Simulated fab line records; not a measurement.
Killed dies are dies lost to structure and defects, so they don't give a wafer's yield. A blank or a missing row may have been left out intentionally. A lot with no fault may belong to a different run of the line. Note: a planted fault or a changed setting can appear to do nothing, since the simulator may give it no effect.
Which tool did it? / flow sky130 / at 1 step of a route of 708, 11 lots with 33 wafers sampled

WHAT THE GAUGES SHOWED, per wafer
SKY_METAL3_OVL_MEAS_14.
lot=L256; measured=day 38 12:33; on=overlay-01; METAL3_OVL (nm)=6 11 15
lot=L258; measured=day 39 11:16; on=overlay-01; METAL3_OVL (nm)=-4 9 3
lot=L260; measured=day 40 08:08; on=overlay-02; METAL3_OVL (nm)=1 2 -9
lot=L263; measured=day 40 21:19; on=overlay-01; METAL3_OVL (nm)=-2 1 5
lot=L267; measured=day 41 23:50; on=overlay-01; METAL3_OVL (nm)=3 1 1
lot=L268; measured=day 42 05:17; on=overlay-02; METAL3_OVL (nm)=11 4 6
lot=L269; measured=day 42 09:53; on=overlay-01; METAL3_OVL (nm)=12 4 6
lot=L274; measured=day 43 19:58; on=overlay-01; METAL3_OVL (nm)=-5 -7 -4
lot=L276; measured=day 44 04:26; on=overlay-01; METAL3_OVL (nm)=6 11 2
lot=L278; measured=day 45 06:04; on=overlay-01; METAL3_OVL (nm)=9 6 5
lot=L279; measured=day 45 06:37; on=overlay-01; METAL3_OVL (nm)=11 -2 2

WHAT TOOL EACH LOT RAN ON (gives the tool, then ch and the chambers of the sampled wafers, and finally the start)
The record holds no process step before these readings.

THE ANSWER, worked out from the rows above alone
Rule: the lots themselves supply what counts as usual. Put in order of their means at a reading, lots are off if they are a third of the lots or fewer, leave a main group of 4 or more, and stand apart from it by a gap of 3 or more times the standard deviation of the main group's means; of several such gaps the widest counts. A main group is skipped when, at the precision printed for the reading in the tables above, its means are all equal. A lot without any number at a reading at which 4 lots or more have one is off too. The other lots that the step has rows for count as sound.
Nothing can be told from this: no lot is off at any reading shown.

WHAT HAD BEEN PUT IN BY THE SIMULATOR
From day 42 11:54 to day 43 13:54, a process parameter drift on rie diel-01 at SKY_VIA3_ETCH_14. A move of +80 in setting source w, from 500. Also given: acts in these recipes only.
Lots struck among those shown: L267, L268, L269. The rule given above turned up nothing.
